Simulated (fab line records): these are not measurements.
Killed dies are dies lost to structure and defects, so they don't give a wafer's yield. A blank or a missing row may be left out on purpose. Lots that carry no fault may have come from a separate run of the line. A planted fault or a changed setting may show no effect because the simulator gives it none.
fab line records + flow sky130
record:
- lots: 14
- wafers: 42
- lastDay: 50
route steps=708 shown METAL1@434 VIA1@458
lots that met no fault: from a run of the same line without faults
startH: start of the lot's first displayed wafer, in hours after the record's first day + waitH: hours elapsed since this lot's preceding step + " the same as in the row above + L1.1+2: a row that stands for several wafers + - value missing, or start not given + * or withheld: withheld + < > ~ a bound
route shown NAME@n: names a module that has steps shown in the file, with the first one's number in the route + usual: the fault-free wafers' mean and standard deviation + same: alike in all rows + chamber/n: place in a boat + sites: each site's reading + _std_site: how widely they spread, as a standard deviation + _edge_site: inner sites' mean taken away from outer sites' mean + radiusMm: how far each site lies from the wafer's centre + mask NAME#n: copy n + behind: tool/chamber where the wafer was last shaped + hold: cause of the lot's hold/its duration in hours/its outcome + device: the transistor (n, p or np) that didn't switch + end of line: tests of these same wafers at the route's end + a step with no rows: only its recipe + killed: dies lost to structure and defects at the first sort, not the wafer's yield + map: a wafer's dies, x killed, . not, _ none there
set.NAME: the setting that was run; set.NAME@STEP: the one run at that earlier step + model.NAME: the simulator's own value behind a step, which no gauge read
route steps across a sampled set of lots; one table per step, one row per wafer
services: from which hour (startH, from the record's first day; less than 0 if before it) a tool's chamber was out of use, for how many hours, and why
== steps ==
step: SKY_METAL1_SPUTTER_00
recipe:
- material: Ti
- targetThkNm: 15
- powerW: 3000
- timeS: 10
- chamberPressurePa: 0.4
usual:
- chamberPressurePa: 0.4002/0.00072
- throttleValvePct: 29.4/1.3
| lot.wafer | tool          | chamber | startH | waitH | chamberPressurePa | throttleValvePct |
|-----------|---------------|---------|--------|-------|-------------------|------------------|
| L940.1    | pvdSputter-02 | -       | 733.77 | 0.1   | 0.4004            | 31.1             |
| L940.2    | "             | -       | "      | "     | 0.3989            | 27.4             |
| L940.6    | "             | -       | "      | "     | 0.3998            | 30.6             |
| L941.2    | pvdSputter-04 | -       | 746.98 | 0.2   | 0.3984            | 27.4             |
| L941.3    | "             | -       | "      | "     | 0.4005            | 28.8             |
| L941.4    | "             | -       | "      | "     | 0.4005            | 30.1             |
| L942.4    | pvdSputter-02 | -       | 755.84 | 0.2   | 0.4006            | 29.4             |
| L942.5    | "             | -       | "      | "     | 0.3994            | 31.0             |
| L942.6    | "             | -       | "      | "     | 0.3992            | 27.5             |
| L945.1    | pvdSputter-03 | -       | 783.02 | 0.2   | 0.3993            | 29.6             |
| L945.4    | "             | -       | "      | "     | 0.3990            | 31.3             |
| L945.6    | "             | -       | "      | "     | 0.3997            | 30.9             |
| L947.1    | pvdSputter-04 | -       | 799.34 | 0.1   | 0.4000            | 28.6             |
| L947.2    | "             | -       | "      | "     | 0.4001            | 29.4             |
| L947.3    | "             | -       | "      | "     | 0.4006            | 29.9             |
| L948.1    | pvdSputter-04 | -       | 806.94 | 0.1   | 0.4008            | 30.0             |
| L948.2    | "             | -       | "      | "     | 0.4005            | 27.8             |
| L948.3    | "             | -       | "      | "     | 0.4000            | 28.8             |
| L950.1    | pvdSputter-02 | -       | 823.05 | 0.2   | 0.4006            | 27.6             |
| L950.3    | "             | -       | "      | "     | 0.4004            | 31.1             |
| L950.4    | "             | -       | "      | "     | 0.4015            | 29.5             |
| L951.2    | pvdSputter-02 | -       | 830.26 | 0.2   | 0.4004            | 31.0             |
| L951.3    | "             | -       | "      | "     | 0.4003            | 27.2             |
| L951.4    | "             | -       | "      | "     | 0.3997            | 29.3             |
| L953.2    | pvdSputter-04 | -       | 840.09 | 0.1   | 0.4005            | 29.7             |
| L953.3    | "             | -       | "      | "     | 0.4012            | 28.8             |
| L953.5    | "             | -       | "      | "     | 0.3991            | 30.0             |
| L955.2    | pvdSputter-02 | -       | 848.76 | 0.2   | 0.4010            | 29.8             |
| L955.5    | "             | -       | "      | "     | 0.4002            | 27.4             |
| L955.6    | "             | -       | "      | "     | 0.4004            | 29.4             |
| L956.2    | pvdSputter-03 | -       | 865.61 | 0.1   | 0.4010            | 29.5             |
| L956.5    | "             | -       | "      | "     | 0.4001            | 29.6             |
| L956.6    | "             | -       | "      | "     | 0.3995            | 29.3             |
| L958.1    | pvdSputter-02 | -       | 876.89 | 0.2   | 0.4007            | 31.0             |
| L958.5    | "             | -       | "      | "     | 0.3995            | 27.2             |
| L958.6    | "             | -       | "      | "     | 0.3997            | 29.1             |
| L961.1    | pvdSputter-02 | -       | 899.25 | 0.2   | 0.4017            | 30.9             |
| L961.2    | "             | -       | "      | "     | 0.4007            | 29.8             |
| L961.6    | "             | -       | "      | "     | 0.3994            | 30.0             |
| L962.1    | pvdSputter-03 | -       | 912.65 | 0.1   | 0.4004            | 29.7             |
| L962.3    | "             | -       | "      | "     | 0.4005            | 31.4             |
| L962.5    | "             | -       | "      | "     | 0.3999            | 29.5             |
step: SKY_METAL1_DESCUM_17
recipe:
- chemistry: O2
- sourcePowerW: 150
- biasPowerW: 0
- pressureMtorr: 10
- tempC: 40
- timeS: 8
usual:
- drypumpMotorCurrentA: 5.9/0.43
- oesProductAu: 1.001/0.014
| lot.wafer | tool        | chamber | startH | waitH | drypumpMotorCurrentA | oesProductAu | rfHoursCounterH |
|-----------|-------------|---------|--------|-------|----------------------|--------------|-----------------|
| L940.1    | rieMetal-03 | 1       | 760.69 | 0.0   | 6.2                  | 0.978        | 11              |
| L940.2    | "           | 0       | "      | "     | 6.4                  | 1.003        | 5               |
| L940.6    | "           | 1       | "      | "     | 6.1                  | 0.979        | -               |
| L941.2    | rieMetal-03 | 0       | 774.28 | 0.0   | 6.4                  | 0.994        | 5               |
| L941.3    | "           | 1       | "      | "     | 6.1                  | 0.997        | -               |
| L941.4    | "           | 0       | "      | "     | 6.4                  | 0.995        | -               |
| L942.4    | rieMetal-01 | 1       | 782.66 | 0.0   | 6.1                  | 0.988        | -               |
| L942.5    | "           | 0       | "      | "     | 5.3                  | 1.005        | -               |
| L942.6    | "           | 1       | "      | "     | 6.0                  | 0.975        | -               |
| L945.1    | rieMetal-03 | 1       | 809.55 | 0.0   | 6.1                  | 0.993        | 13              |
| L945.4    | "           | 0       | "      | "     | 6.4                  | 1.012        | -               |
| L945.6    | "           | 0       | "      | "     | 6.4                  | 0.997        | -               |
| L947.1    | rieMetal-02 | 1       | 825.64 | 0.0   | 5.3                  | 0.987        | 1               |
| L947.2    | "           | 0       | "      | "     | 5.9                  | 1.011        | 5               |
| L947.3    | "           | 1       | "      | "     | 5.3                  | 0.986        | -               |
| L948.1    | rieMetal-03 | 0       | 834.04 | 0.0   | 6.4                  | 0.999        | 7               |
| L948.2    | "           | 1       | "      | "     | 6.2                  | 0.987        | 14              |
| L948.3    | "           | 1       | "      | "     | 6.2                  | 0.975        | -               |
| L950.1    | rieMetal-01 | 1       | 849.18 | 0.0   | 6.0                  | 0.961        | 16              |
| L950.3    | "           | 0       | "      | "     | 5.3                  | 1.020        | -               |
| L950.4    | "           | 1       | "      | "     | 6.0                  | 0.967        | -               |
| L951.2    | rieMetal-03 | 0       | 856.23 | 0.0   | 6.4                  | 1.002        | 8               |
| L951.3    | "           | 0       | "      | "     | 6.4                  | 1.017        | -               |
| L951.4    | "           | 1       | "      | "     | 6.1                  | 0.993        | -               |
| L953.2    | rieMetal-01 | 0       | 866.16 | 0.0   | 5.3                  | 1.015        | -               |
| L953.3    | "           | 0       | "      | "     | 5.3                  | 1.017        | -               |
| L953.5    | "           | 0       | "      | "     | 5.3                  | 1.007        | -               |
| L955.2    | rieMetal-01 | 1       | 873.44 | 0.0   | 6.0                  | 1.008        | 0               |
| L955.5    | "           | 0       | "      | "     | 5.3                  | 1.027        | -               |
| L955.6    | "           | 1       | "      | "     | 6.1                  | 1.001        | -               |
| L956.2    | rieMetal-01 | 1       | 891.84 | 0.0   | 6.0                  | 1.005        | 1               |
| L956.5    | "           | 1       | "      | "     | 6.0                  | 0.996        | -               |
| L956.6    | "           | 0       | "      | "     | 5.3                  | 1.016        | -               |
| L958.1    | rieMetal-02 | 0       | 902.38 | 0.0   | 6.0                  | 1.015        | 9               |
| L958.5    | "           | 0       | "      | "     | 6.0                  | 1.016        | -               |
| L958.6    | "           | 1       | "      | "     | 5.3                  | 0.985        | -               |
| L961.1    | rieMetal-02 | 1       | 924.44 | 0.0   | 5.3                  | 0.979        | 6               |
| L961.2    | "           | 0       | "      | "     | 6.0                  | 1.024        | 10              |
| L961.6    | "           | 0       | "      | "     | 6.0                  | 1.018        | -               |
| L962.1    | rieMetal-03 | 0       | 937.23 | 0.0   | 6.4                  | 1.003        | 12              |
| L962.3    | "           | 0       | "      | "     | 6.4                  | 1.013        | -               |
| L962.5    | "           | 0       | "      | "     | 6.5                  | 1.003        | -               |
step: SKY_VIA1_HDPCVD_00
recipe:
- material: SiO2
- targetThkNm: 1030
- sigmaOpenFrac: 0.3
- timeS: 171.7
- tempC: 400
- sih4FlowSccm: 60
- pressureMtorr: 6
| lot.wafer  | tool      | chamber | startH | waitH |
|------------|-----------|---------|--------|-------|
| L940.1+2+6 | hdpcvd-02 | 1,2,1   | 761.48 | 0.0   |
| L941.2+3+4 | hdpcvd-02 | 0,1,1   | 775.11 | 0.0   |
| L942.4+5+6 | hdpcvd-01 | 1,0,2   | 783.49 | 0.1   |
| L945.1+4+6 | hdpcvd-01 | 0,1,2   | 810.32 | 0.0   |
| L947.1+2+3 | hdpcvd-01 | 2,1,0   | 826.45 | 0.0   |
| L948.1+2+3 | hdpcvd-02 | 1,0,2   | 834.87 | 0.0   |
| L950.1+3+4 | hdpcvd-01 | 0,1,0   | 850.11 | 0.0   |
| L951.2+3+4 | hdpcvd-01 | 2,1,2   | 857.07 | 0.0   |
| L953.2+3+5 | hdpcvd-02 | 1,2,2   | 867.11 | 0.0   |
| L955.2+5+6 | hdpcvd-02 | 0,0,1   | 874.28 | 0.0   |
| L956.2+5+6 | hdpcvd-01 | 1,1,0   | 892.61 | 0.0   |
| L958.1+5+6 | hdpcvd-02 | 2,1,2   | 903.16 | 0.0   |
| L961.1+2+6 | hdpcvd-02 | 2,0,2   | 925.30 | 0.0   |
| L962.1+3+5 | hdpcvd-02 | 1,0,0   | 938.19 | 0.0   |
step: SKY_VIA1_THK_MEAS_01
recipe:
- reads: SiO2_of_VIA1_HDPCVD_00
usual:
- VIA1_HDPCVD_THK: 1028/9.5
| lot.wafer | tool         | chamber | startH | waitH | hold                    | VIA1_HDPCVD_THK[nm] |
|-----------|--------------|---------|--------|-------|-------------------------|---------------------|
| L940.1    | filmMetro-03 | -       | 761.59 | 0.1   | -                       | 1031                |
| L940.2    | "            | -       | "      | "     | -                       | 1019                |
| L940.6    | "            | -       | "      | "     | -                       | 1033                |
| L941.2    | filmMetro-04 | -       | 775.23 | 0.1   | -                       | 1042                |
| L941.3    | "            | -       | "      | "     | -                       | 1030                |
| L941.4    | "            | -       | "      | "     | -                       | 1027                |
| L942.4    | filmMetro-03 | -       | 783.57 | 0.0   | -                       | 1021                |
| L942.5    | "            | -       | "      | "     | -                       | 1024                |
| L942.6    | "            | -       | "      | "     | -                       | 1014                |
| L945.1    | filmMetro-03 | -       | 810.43 | 0.1   | -                       | 1008                |
| L945.4    | "            | -       | "      | "     | -                       | 1019                |
| L945.6    | "            | -       | "      | "     | -                       | 1013                |
| L947.1    | filmMetro-04 | -       | 826.57 | 0.1   | -                       | 1029                |
| L947.2    | "            | -       | "      | "     | -                       | 1036                |
| L947.3    | "            | -       | "      | "     | -                       | 1035                |
| L948.1    | filmMetro-04 | -       | 834.98 | 0.1   | -                       | 1030                |
| L948.2    | "            | -       | "      | "     | -                       | 1035                |
| L948.3    | "            | -       | "      | "     | -                       | 1027                |
| L950.1    | filmMetro-04 | -       | 850.22 | 0.1   | -                       | 1031                |
| L950.3    | "            | -       | "      | "     | -                       | 1054                |
| L950.4    | "            | -       | "      | "     | -                       | 1030                |
| L951.2    | filmMetro-01 | -       | 857.19 | 0.1   | -                       | 1030                |
| L951.3    | "            | -       | "      | "     | -                       | 1032                |
| L951.4    | "            | -       | "      | "     | -                       | 1034                |
| L953.2    | filmMetro-04 | -       | 867.23 | 0.1   | -                       | 1033                |
| L953.3    | "            | -       | "      | "     | -                       | 1030                |
| L953.5    | "            | -       | "      | "     | -                       | 1032                |
| L955.2    | filmMetro-04 | -       | 874.40 | 0.1   | -                       | 1030                |
| L955.5    | "            | -       | "      | "     | -                       | 1040                |
| L955.6    | "            | -       | "      | "     | -                       | 1036                |
| L956.2    | filmMetro-04 | -       | 892.74 | 0.1   | -                       | 1024                |
| L956.5    | "            | -       | "      | "     | -                       | 1024                |
| L956.6    | "            | -       | "      | "     | -                       | 1020                |
| L958.1    | filmMetro-03 | -       | 903.27 | 0.1   | -                       | 1025                |
| L958.5    | "            | -       | "      | "     | -                       | 1021                |
| L958.6    | "            | -       | "      | "     | -                       | 1018                |
| L961.1    | filmMetro-01 | -       | 925.41 | 0.1   | awaitDispo/0.2h/release | 1025                |
| L961.2    | "            | -       | "      | "     | awaitDispo/0.2h/release | 791                 |
| L961.6    | "            | -       | "      | "     | awaitDispo/0.2h/release | 1025                |
| L961.1    | filmMetro-01 | -       | 925.64 | 0.2   | -                       | 1024                |
| L961.2    | "            | -       | "      | "     | -                       | 790                 |
| L961.6    | "            | -       | "      | "     | -                       | 1026                |
| L962.1    | filmMetro-04 | -       | 938.31 | 0.1   | awaitDispo/0.2h/release | 1041                |
| L962.3    | "            | -       | "      | "     | awaitDispo/0.2h/release | 810                 |
| L962.5    | "            | -       | "      | "     | awaitDispo/0.2h/release | 791                 |
| L962.1    | filmMetro-04 | -       | 938.53 | 0.2   | -                       | 1041                |
| L962.3    | "            | -       | "      | "     | -                       | 810                 |
| L962.5    | "            | -       | "      | "     | -                       | 790                 |
step: SKY_VIA1_OVL_MEAS_13
usual:
- VIA1_OVL: 2/5.5
| lot.wafer | tool       | chamber | startH | waitH | VIA1_OVL[nm] |
|-----------|------------|---------|--------|-------|--------------|
| L940.1    | overlay-01 | -       | 789.84 | 0.1   | 2            |
| L940.2    | "          | -       | "      | "     | 4            |
| L940.6    | "          | -       | "      | "     | 5            |
| L941.2    | overlay-02 | -       | 801.99 | 0.1   | -3           |
| L941.3    | "          | -       | "      | "     | -6           |
| L941.4    | "          | -       | "      | "     | -13          |
| L942.4    | overlay-02 | -       | 809.95 | 0.1   | 5            |
| L942.5    | "          | -       | "      | "     | 0            |
| L942.6    | "          | -       | "      | "     | 8            |
| L945.1    | overlay-01 | -       | 836.99 | 0.1   | -7           |
| L945.4    | "          | -       | "      | "     | -7           |
| L945.6    | "          | -       | "      | "     | -4           |
| L947.1    | overlay-02 | -       | 852.80 | 0.1   | 0            |
| L947.2    | "          | -       | "      | "     | -6           |
| L947.3    | "          | -       | "      | "     | 4            |
| L948.1    | overlay-02 | -       | 861.00 | 0.1   | 8            |
| L948.2    | "          | -       | "      | "     | 1            |
| L948.3    | "          | -       | "      | "     | 0            |
| L950.1    | overlay-02 | -       | 876.18 | 0.1   | -7           |
| L950.3    | "          | -       | "      | "     | 2            |
| L950.4    | "          | -       | "      | "     | 8            |
| L951.2    | overlay-02 | -       | 883.36 | 0.1   | -4           |
| L951.3    | "          | -       | "      | "     | -8           |
| L951.4    | "          | -       | "      | "     | 4            |
| L953.2    | overlay-01 | -       | 893.30 | 0.1   | -4           |
| L953.3    | "          | -       | "      | "     | 1            |
| L953.5    | "          | -       | "      | "     | -5           |
| L955.2    | overlay-02 | -       | 900.16 | 0.1   | 11           |
| L955.5    | "          | -       | "      | "     | 11           |
| L955.6    | "          | -       | "      | "     | -2           |
| L956.2    | overlay-02 | -       | 918.25 | 0.1   | -11          |
| L956.5    | "          | -       | "      | "     | 0            |
| L956.6    | "          | -       | "      | "     | -1           |
| L958.1    | overlay-01 | -       | 928.15 | 0.1   | 1            |
| L958.5    | "          | -       | "      | "     | -4           |
| L958.6    | "          | -       | "      | "     | 0            |
| L961.1    | overlay-02 | -       | 950.05 | 0.1   | 0            |
| L961.2    | "          | -       | "      | "     | 8            |
| L961.6    | "          | -       | "      | "     | 13           |
| L962.1    | overlay-02 | -       | 963.28 | 0.1   | 6            |
| L962.3    | "          | -       | "      | "     | 3            |
| L962.5    | "          | -       | "      | "     | -2           |
== services ==
| tool          | chamber | startH | hours | kind                  |
|---------------|---------|--------|-------|-----------------------|
| pvdSputter-04 | 1       | 713.66 | -     | consumableReplace:kit |
| pvdSputter-04 | 1       | 713.66 | 18.0  | scheduledDown         |
| hdpcvd-02     | -       | 720.37 | 0.2   | repair                |
| pvdSputter-02 | -       | 750.97 | 4.7   | repair                |
| pvdSputter-02 | -       | 761.26 | 8.3   | repair                |
| pvdSputter-03 | -       | 783.16 | 1.0   | repair                |
| rieMetal-01   | 0       | 795.13 | 8.4   | repair                |
| pvdSputter-03 | -       | 802.28 | 6.8   | repair                |
| rieMetal-02   | -       | 819.87 | 4.3   | pm                    |
| pvdSputter-04 | -       | 826.72 | 8.1   | repair                |
| rieMetal-01   | 1       | 852.08 | -     | clean                 |
| rieMetal-01   | 1       | 852.08 | 20.0  | scheduledDown         |
| rieMetal-01   | 1       | 852.08 | 20.0  | ventCycle             |
| pvdSputter-04 | -       | 857.37 | 13.4  | repair                |
| rieMetal-02   | -       | 875.61 | 0.7   | repair                |
| pvdSputter-02 | -       | 887.76 | 7.1   | repair                |
| pvdSputter-04 | -       | 896.00 | 9.3   | repair                |
| pvdSputter-04 | -       | 896.28 | 6.1   | repair                |
| hdpcvd-01     | -       | 898.22 | 0.7   | repair                |
| pvdSputter-04 | -       | 898.52 | 14.9  | repair                |
| rieMetal-03   | 1       | 927.03 | -     | clean                 |
| rieMetal-03   | 1       | 927.03 | 26.2  | scheduledDown         |
| rieMetal-03   | 1       | 927.03 | 26.2  | ventCycle             |
| hdpcvd-02     | -       | 936.17 | 1.1   | repair                |
== key ==
firstSign:
- step: SKY_VIA1_THK_MEAS_01
- reading: visit
- direction: added
effect:
- step: SKY_VIA1_THK_MEAS_01
- reading: VIA1_HDPCVD_THK
- direction: down
- sigmas: 24
- usual: 1028
- struck: 797
metAt SKY_VIA1_HDPCVD_00
struckLots L961,L962
struckWafers L961.2,L962.3,L962.5
sortLeftOut L961.2,L962.3,L962.5
notActingAt SKY_METAL1_SPUTTER_00,SKY_METAL1_DESCUM_17,SKY_VIA1_OVL_MEAS_13
onsetBetween 874.28 925.30
fault:
- kind: processParameterDrift
- tool: hdpcvd-02
- chamber: 0
- onsetH: 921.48
- steps: SKY_VIA1_HDPCVD_00
- channel: targetThkNm
- offset: -250.73
- shape: step
- endH: 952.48
- actsIn: theseRecipesOnly
- stated: 1030
sortLeftOut: the simulated sort isn't trusted on such a fault, so these wafers' sort isn't shown, and their yield isn't known
